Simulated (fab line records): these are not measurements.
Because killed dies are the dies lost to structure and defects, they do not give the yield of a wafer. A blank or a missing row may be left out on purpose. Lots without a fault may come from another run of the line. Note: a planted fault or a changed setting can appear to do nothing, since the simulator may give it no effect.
Which of the tools did it? | flow sky130 | 7 lots, 21 wafers sampled, at 2 steps of a route of 708

== WHAT THE GAUGES READ, wafer by wafer ==
SKY_VT_ADJUST_NCORE_CD_MEAS_07 targets a cd of 380 nm.
lot  | measured     | on        | cd nm (nm)
L518 | day 9 17:04  | cd sem-01 | 381.3 380.6 381.4
L522 | day 10 07:14 | cd sem-01 | 382.0 378.1 377.1
L525 | day 10 08:18 | cd sem-01 | 376.8 378.0 378.0
L528 | day 10 11:05 | cd sem-01 | 379.7 381.4 383.6
L534 | day 16 12:10 | cd sem-01 | 379.5 378.4 382.2
L537 | day 16 13:43 | cd sem-01 | 383.1 383.5 380.6
L539 | day 16 19:00 | cd sem-01 | 378.1 379.9 379.1

== WHAT TOOL EACH LOT RAN ON (gives the tool, then ch and the chambers of the sampled wafers, and finally the start) ==
lot  | SKY_VT_ADJUST_NCORE_DEVELOP_06
L518 | litho track-03 ch 0, day 9 16:55
L522 | litho track-04 ch 0, day 10 07:01
L525 | litho track-01 ch 0, day 10 08:09
L528 | litho track-04 ch 0, day 10 10:56
L534 | litho track-04 ch 0, day 16 12:01
L537 | litho track-03 ch 0, day 16 13:34
L539 | litho track-01 ch 0, day 16 18:51
- SKY_VT_ADJUST_NCORE_DEVELOP_06: develop time 60 s.

== THE ANSWER, worked out from the rows above alone ==
Rule: the lots themselves supply what counts as usual. The widest of any qualifying gaps counts: lots, ordered by their means at a reading, are off when they make up no more than a third of the lots, leave a main group of 4 or more, and stand apart from it by 3 or more times the standard deviation of that group's means. The tables above print the reading to a certain number of digits; a main group whose means all agree to those digits is not used. A lot without any number at a reading at which 4 lots or more have one is off too. Where the step has rows for the other lots, those lots are counted as sound.
No lot is off at any reading shown: from this, nothing can be told.

== WHAT WAS PUT IN BY THE SIMULATOR ==
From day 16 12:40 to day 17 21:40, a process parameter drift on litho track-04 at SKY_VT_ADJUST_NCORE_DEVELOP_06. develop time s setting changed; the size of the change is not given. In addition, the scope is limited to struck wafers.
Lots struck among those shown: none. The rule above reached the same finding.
